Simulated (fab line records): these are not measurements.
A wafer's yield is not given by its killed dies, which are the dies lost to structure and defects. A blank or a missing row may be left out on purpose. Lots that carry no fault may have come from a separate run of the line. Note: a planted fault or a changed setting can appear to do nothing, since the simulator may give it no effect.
Which of the tools did it? / flow sky130 / Sampling: 13 lots, 39 wafers, 4 of 708 route steps

WHAT THE GAUGES READ, wafer by wafer
SKY_VIA2_OVL_MEAS_13. Usual: VIA2_OVL 1 nm, standard deviation 5.3.
lot=L413; measured=day 36 07:16; on=overlay-02; VIA2_OVL (nm)=3 3 -1; flag=
lot=L414; measured=day 37 01:07; on=overlay-01; VIA2_OVL (nm)=6 5 7; flag=
lot=L415; measured=day 37 05:11; on=overlay-01; VIA2_OVL (nm)=5 4 -1; flag=
lot=L416; measured=day 37 18:47; on=overlay-01; VIA2_OVL (nm)=-1 -2 -1; flag=
lot=L417; measured=day 38 00:57; on=overlay-02; VIA2_OVL (nm)=7 6 8; flag=
lot=L418; measured=day 38 06:29; on=overlay-01; VIA2_OVL (nm)=-3 -3 -11; flag=
lot=L419; measured=day 38 13:33; on=overlay-01; VIA2_OVL (nm)=-5 -5 -4; flag=
lot=L421; measured=day 39 00:45; on=overlay-01; VIA2_OVL (nm)=-5 -6 -7; flag=
lot=L420; measured=day 39 01:59; on=overlay-01; VIA2_OVL (nm)=-10 -7 -7; flag=
lot=L422; measured=day 39 12:14; on=overlay-01; VIA2_OVL (nm)=7 0 -4; flag=
lot=L424; measured=day 39 22:23; on=overlay-02; VIA2_OVL (nm)=0 -1 1; flag=
lot=L431; measured=day 42 02:41; on=overlay-02; VIA2_OVL (nm)=-2 -2 2; flag=
lot=L436; measured=day 43 17:27; on=overlay-02; VIA2_OVL (nm)=7 7 11; flag=

SKY_CAPM_THK_MEAS_01. Usual: CAPM_CVD_00_THK 15.38 nm, standard deviation 0.19.
lot=L413; measured=day 36 08:50; on=filmMetro-02; CAPM_CVD_00_THK (nm)=15.40 15.29 15.38; flag=
lot=L414; measured=day 37 03:10; on=filmMetro-01; CAPM_CVD_00_THK (nm)=15.33 15.63 15.64; flag=
lot=L415; measured=day 37 06:56; on=filmMetro-01; CAPM_CVD_00_THK (nm)=15.27 15.27 15.69; flag=
lot=L416; measured=day 37 20:28; on=filmMetro-02; CAPM_CVD_00_THK (nm)=15.36 15.72 15.78; flag=
lot=L417; measured=day 38 02:35; on=filmMetro-04; CAPM_CVD_00_THK (nm)=15.39 15.67 15.56; flag=
lot=L418; measured=day 38 08:04; on=filmMetro-04; CAPM_CVD_00_THK (nm)=15.16 15.61 15.77; flag=
lot=L419; measured=day 38 15:10; on=filmMetro-02; CAPM_CVD_00_THK (nm)=15.11 15.29 15.29; flag=
lot=L421; measured=day 39 02:22; on=filmMetro-02; CAPM_CVD_00_THK (nm)=15.17 15.38 15.48; flag=
lot=L420; measured=day 39 03:50; on=filmMetro-04; CAPM_CVD_00_THK (nm)=15.19 15.40 15.74; flag=
lot=L422; measured=day 39 13:49; on=filmMetro-02; CAPM_CVD_00_THK (nm)=15.38 15.58 15.45; flag=
lot=L424; measured=day 39 23:58; on=filmMetro-04; CAPM_CVD_00_THK (nm)=15.16 15.16 15.46; flag=
lot=L431; measured=day 42 04:16; on=filmMetro-02; CAPM_CVD_00_THK (nm)=15.27 15.54 15.50; flag=
lot=L436; measured=day 43 19:13; on=filmMetro-04; CAPM_CVD_00_THK (nm)=15.12 15.17 15.39; flag=

EACH LOT AND THE TOOL THAT RAN IT (in order: tool; ch and the chambers of the sampled wafers; start)
lot=L413; SKY_METAL3_SPUTTER_01=pvdSputter-02, day 36 08:41; SKY_METAL3_SPUTTER_02=pvdSputter-02, day 36 08:42
lot=L414; SKY_METAL3_SPUTTER_01=pvdSputter-04, day 37 03:00; SKY_METAL3_SPUTTER_02=pvdSputter-04, day 37 03:02
lot=L415; SKY_METAL3_SPUTTER_01=pvdSputter-04, day 37 06:46; SKY_METAL3_SPUTTER_02=pvdSputter-04, day 37 06:47
lot=L416; SKY_METAL3_SPUTTER_01=pvdSputter-01, day 37 20:18; SKY_METAL3_SPUTTER_02=pvdSputter-01, day 37 20:20
lot=L417; SKY_METAL3_SPUTTER_01=pvdSputter-02, day 38 02:26; SKY_METAL3_SPUTTER_02=pvdSputter-02, day 38 02:27
lot=L418; SKY_METAL3_SPUTTER_01=pvdSputter-01, day 38 07:55; SKY_METAL3_SPUTTER_02=pvdSputter-01, day 38 07:56
lot=L419; SKY_METAL3_SPUTTER_01=pvdSputter-02, day 38 15:01; SKY_METAL3_SPUTTER_02=pvdSputter-02, day 38 15:02
lot=L421; SKY_METAL3_SPUTTER_01=pvdSputter-04, day 39 02:11; SKY_METAL3_SPUTTER_02=pvdSputter-04, day 39 02:13
lot=L420; SKY_METAL3_SPUTTER_01=pvdSputter-04, day 39 03:40; SKY_METAL3_SPUTTER_02=pvdSputter-04, day 39 03:41
lot=L422; SKY_METAL3_SPUTTER_01=pvdSputter-04, day 39 13:40; SKY_METAL3_SPUTTER_02=pvdSputter-04, day 39 13:41
lot=L424; SKY_METAL3_SPUTTER_01=pvdSputter-04, day 39 23:49; SKY_METAL3_SPUTTER_02=pvdSputter-04, day 39 23:50
lot=L431; SKY_METAL3_SPUTTER_01=pvdSputter-01, day 42 04:07; SKY_METAL3_SPUTTER_02=pvdSputter-01, day 42 04:08
lot=L436; SKY_METAL3_SPUTTER_01=pvdSputter-02, day 43 19:04; SKY_METAL3_SPUTTER_02=pvdSputter-02, day 43 19:05
- SKY_METAL3_SPUTTER_01: material TiN, target thk 20 nm, time 16.7 s.
- SKY_METAL3_SPUTTER_02: material AlCu, target thk 735 nm, time 39.1 s.

WHAT THE TOOLS THEMSELVES READ (means of the sampled wafers that have a number; where no wafer has one, the mark that the record gives instead)
SKY_METAL3_SPUTTER_01. Usual: chamberPressurePa 0.4001 Pa, standard deviation 0.00087; throttleValvePct 30.2 %, standard deviation 0.69.
lot=L413; tool=pvdSputter-02; chamberPressurePa (Pa)=0.3989; throttleValvePct (%)=30.7; flag=
lot=L414; tool=pvdSputter-04; chamberPressurePa (Pa)=0.4010; throttleValvePct (%)=30.1; flag=
lot=L415; tool=pvdSputter-04; chamberPressurePa (Pa)=0.4008; throttleValvePct (%)=29.9; flag=
lot=L416; tool=pvdSputter-01; chamberPressurePa (Pa)=0.3997; throttleValvePct (%)=30.8; flag=
lot=L417; tool=pvdSputter-02; chamberPressurePa (Pa)=0.4004; throttleValvePct (%)=31.1; flag=
lot=L418; tool=pvdSputter-01; chamberPressurePa (Pa)=0.3997; throttleValvePct (%)=29.4; flag=
lot=L419; tool=pvdSputter-02; chamberPressurePa (Pa)=0.4001; throttleValvePct (%)=30.6; flag=
lot=L421; tool=pvdSputter-04; chamberPressurePa (Pa)=0.3999; throttleValvePct (%)=29.6; flag=
lot=L420; tool=pvdSputter-04; chamberPressurePa (Pa)=0.4007; throttleValvePct (%)=29.9; flag=
lot=L422; tool=pvdSputter-04; chamberPressurePa (Pa)=0.3855; throttleValvePct (%)=30.9; flag=OFF
lot=L424; tool=pvdSputter-04; chamberPressurePa (Pa)=0.3854; throttleValvePct (%)=30.9; flag=OFF
lot=L431; tool=pvdSputter-01; chamberPressurePa (Pa)=0.4001; throttleValvePct (%)=30.3; flag=
lot=L436; tool=pvdSputter-02; chamberPressurePa (Pa)=0.3998; throttleValvePct (%)=30.4; flag=

SKY_METAL3_SPUTTER_02. Usual: chamberPressurePa 0.4000 Pa, standard deviation 0.00089; throttleValvePct 30.2 %, standard deviation 0.69.
lot=L413; tool=pvdSputter-02; chamberPressurePa (Pa)=0.3996; throttleValvePct (%)=30.6; flag=
lot=L414; tool=pvdSputter-04; chamberPressurePa (Pa)=0.4000; throttleValvePct (%)=30.2; flag=
lot=L415; tool=pvdSputter-04; chamberPressurePa (Pa)=0.3986; throttleValvePct (%)=30.1; flag=
lot=L416; tool=pvdSputter-01; chamberPressurePa (Pa)=0.4015; throttleValvePct (%)=30.7; flag=
lot=L417; tool=pvdSputter-02; chamberPressurePa (Pa)=0.4003; throttleValvePct (%)=30.9; flag=
lot=L418; tool=pvdSputter-01; chamberPressurePa (Pa)=0.3995; throttleValvePct (%)=29.3; flag=
lot=L419; tool=pvdSputter-02; chamberPressurePa (Pa)=0.4000; throttleValvePct (%)=30.4; flag=
lot=L421; tool=pvdSputter-04; chamberPressurePa (Pa)=0.4000; throttleValvePct (%)=29.7; flag=
lot=L420; tool=pvdSputter-04; chamberPressurePa (Pa)=0.3998; throttleValvePct (%)=29.8; flag=
lot=L422; tool=pvdSputter-04; chamberPressurePa (Pa)=0.4001; throttleValvePct (%)=30.3; flag=
lot=L424; tool=pvdSputter-04; chamberPressurePa (Pa)=0.3995; throttleValvePct (%)=30.3; flag=
lot=L431; tool=pvdSputter-01; chamberPressurePa (Pa)=0.4001; throttleValvePct (%)=30.4; flag=
lot=L436; tool=pvdSputter-02; chamberPressurePa (Pa)=0.3998; throttleValvePct (%)=30.3; flag=

THE ANSWER, worked out from the rows above alone
Rule: a lot is off if the mean of its wafers that have a number lies more than 3 standard deviations from the usual mean. A lot without any number at a reading at which 4 lots or more have one is off too. All remaining lots with rows at the step are treated as sound. The gauges are gone through in route order, then the tools' own readings, and for those a lot's mean is taken as printed above. The first step at which some lot is off is used, and at that step the reading that is off furthest; a lot without a number counts as furthest.
Off: L422, L424, at SKY_METAL3_SPUTTER_01 (chamberPressurePa).
A tool fits if, at that step or a process step before it, it ran every lot that is off, and no sound lot after the first of them. One fits: pvdSputter-04 at SKY_METAL3_SPUTTER_01. A fault onset in the window from L420 (day 39 03:40, its last sound lot) to L422 (day 39 13:40, its first lot off) fits.
On the lots that are off, the tool's own readings at SKY_METAL3_SPUTTER_01 differ by more than 5 times the standard deviation of the sound lots' means, which bears it out; chamberPressurePa reads 0.3855 Pa there versus 0.4001 Pa on the sound lots.

WHAT THE SIMULATOR HAD PUT IN
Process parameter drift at SKY_METAL3_SPUTTER_01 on pvdSputter-04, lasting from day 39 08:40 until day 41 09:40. From 0.4, the setting chamberPressurePa moved by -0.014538. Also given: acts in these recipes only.
Lots struck among those shown: L422, L424. Same finding as the rule above.
